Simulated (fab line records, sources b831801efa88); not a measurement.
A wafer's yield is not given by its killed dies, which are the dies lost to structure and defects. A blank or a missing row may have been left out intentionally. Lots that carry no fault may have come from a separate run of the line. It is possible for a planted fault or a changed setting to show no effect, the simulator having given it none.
Problem report in the 8D (eight disciplines) form, filled by code :: flow sky130 :: the parts of the form that need people (team, actions taken, sign-off) are left out

1. PROBLEM STATEMENT
Across 9 wafers from 3 lots, LDD_P_TW at SKY_LDD_P_TW_MEAS_11 averages 587, while fault-free wafers read 634 with a standard deviation of 3.5. That puts it -13 standard deviations away from the usual mean.
The first sign was on wafer L149.2 at day 24 10:58, on filmMetro-01. The record has a number at this step for 39 wafers belonging to 13 lots. Rule for "out", or "out of limits": more than 4 standard deviations from the usual mean. The rest of the wafers with a number are treated as sound.

2. WHAT IT IS AND WHAT IT IS NOT
question: which readings at this step
is: LDD_P_TW
is not: -

question: which lots
is: L149, L150, L151
is not: L135, L138, L139, L140, L141, L143, L146, L147, L152, L157

question: which wafers of those lots
is: all that have a number
is not: -

question: read on which gauges
is: filmMetro-01, filmMetro-03
is not: filmMetro-02

question: when
is: from day 24 10:58
is not: up to then (24 sound wafers); but 6 sound wafers of L152, L157 came after

3. WHAT RULES OUT EACH SUSPECT
Counting: any tool at a process step up to the reading is kept as a suspect provided that every lot that is out went through it and no sound lot did after the first of them.
- the gauge at SKY_LDD_P_TW_MEAS_11: ruled out. The wafers that are out were read on 2 gauges (filmMetro-01, filmMetro-03).
- implanter-04 at SKY_LDD_P_IMPLANT_09: kept. All lots that are out passed through it, beginning with L149 at day 24 10:44, and no sound lot followed; its final sound lot before that point was L147 at day 23 11:28. Its own doseIonsCm2, faradayCurrentUA readings are out on those wafers.
Left after counting: implanter-04 at SKY_LDD_P_IMPLANT_09.

4. THE CAUSE (what the simulator had put in)
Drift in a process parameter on implanter-04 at SKY_LDD_P_IMPLANT_09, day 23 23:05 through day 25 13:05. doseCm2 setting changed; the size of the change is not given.
Only this tool survived the counting.

5. SEQUENCE OF EFFECTS, ordered by route
Rows list readings where the struck wafers' mean (over those with a number) sits beyond 3 standard deviations from the usual. Only readings for which the record gives a usual standard deviation are gone through. hours: the time from each lot's start at the first step in this table that gives one to its start at this step, as a median over the lots. sigmas: the change in usual standard deviations.
hours: 0
step: SKY_LDD_P_IMPLANT_09
reading: doseIonsCm2
usual: 1e+13
on struck wafers: 8e+12
change: -2e+12
sigmas: -99 or more

hours: 0
step: SKY_LDD_P_IMPLANT_09
reading: faradayCurrentUA
usual: 56.4
on struck wafers: 43.5
change: -12.9
sigmas: -12

hours: 0
step: SKY_LDD_P_TW_MEAS_11
reading: LDD_P_TW
usual: 634
on struck wafers: 587
change: -47
sigmas: -13
Here are the process steps it includes:
- SKY_LDD_P_IMPLANT_09
Later steps that measure or inspect, where all struck wafers having a row at the step show a number for every such reading and not one has moved that far: SKY_RES_XHIGH_TW_MEAS_09.

6. HOW IT WOULD HAVE BEEN CAUGHT EARLIER
The first out-of-limits reading at a measuring or inspecting step in this record came at day 24 10:58, 12 hours after the fault's start at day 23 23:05.
Tool's own readings at SKY_LDD_P_IMPLANT_09, doseIonsCm2, faradayCurrentUA: out on all struck wafers the step has rows for; an alarm limit on them would have tripped on the first.
L150, L151, from the lots that are out (3), started SKY_LDD_P_IMPLANT_09 on implanter-04 later than day 24 10:58. A hold on the tool at that time would have spared those 2.
